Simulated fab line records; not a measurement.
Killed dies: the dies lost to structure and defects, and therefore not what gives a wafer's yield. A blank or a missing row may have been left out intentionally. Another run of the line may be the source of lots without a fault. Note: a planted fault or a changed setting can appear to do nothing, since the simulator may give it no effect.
Which tool is to blame? | flow gf180mcu | 7 lots with 21 wafers sampled at 2 steps, on a route of 602 steps

## WHAT EACH GAUGE READ, for each wafer
GF_DNWELL_TW_MEAS_09.
lot  | measured    | on            | DNWELL_TW
L399 | day 3 16:43 | film metro-01 | 1341 1344 1342
L402 | day 4 08:41 | film metro-01 | 1343 1350 1354
L406 | day 5 06:23 | film metro-04 | 31 31 31
L408 | day 5 17:33 | film metro-04 | 1367 1359 1363
L412 | day 6 13:01 | film metro-02 | 1341 1336 1340
L414 | day 7 00:04 | film metro-04 | 1370 1377 1373
L418 | day 7 22:50 | film metro-01 | 1329 1338 1335

## TOOL THAT RAN EACH LOT (tool first, then ch and the chambers of the sampled wafers, then the start)
lot  | GF_DNWELL_EXPOSE_04
L399 | iline stepper-01 ch 0, day 3 10:25
L402 | iline stepper-01 ch 0, day 4 02:09
L406 | iline stepper-01, day 4 22:29
L408 | iline stepper-01 ch 0, day 5 10:11
L412 | iline stepper-01 ch 0, day 6 05:28
L414 | iline stepper-02 ch 0, day 6 16:34
L418 | iline stepper-01 ch 0, day 7 14:50
- GF_DNWELL_EXPOSE_04: exposes mask DNWELL, target cd 1700 nm.

## THE ANSWER, worked out from the rows above alone
Rule: the lots themselves supply what counts as usual. The widest of any qualifying gaps counts: lots, ordered by their means at a reading, are off when they make up no more than a third of the lots, leave a main group of 4 or more, and stand apart from it by 3 or more times the standard deviation of that group's means. A main group is skipped when, at the precision printed for the reading in the tables above, its means are all equal. A lot without any number at a reading at which 4 lots or more have one is off too. All remaining lots with rows at the step are treated as sound.
Off: at GF_DNWELL_TW_MEAS_09 (DNWELL_TW), L406. Mean 1350 and standard deviation 14 in the main group.
A tool fits if, at a process step before that reading, it ran every lot that is off, and no sound lot after the first of them. Those tools and the gauges at GF_DNWELL_TW_MEAS_09 are tried in the same way. Not one of the candidates tried fits.

## WHAT THE SIMULATOR PUT IN
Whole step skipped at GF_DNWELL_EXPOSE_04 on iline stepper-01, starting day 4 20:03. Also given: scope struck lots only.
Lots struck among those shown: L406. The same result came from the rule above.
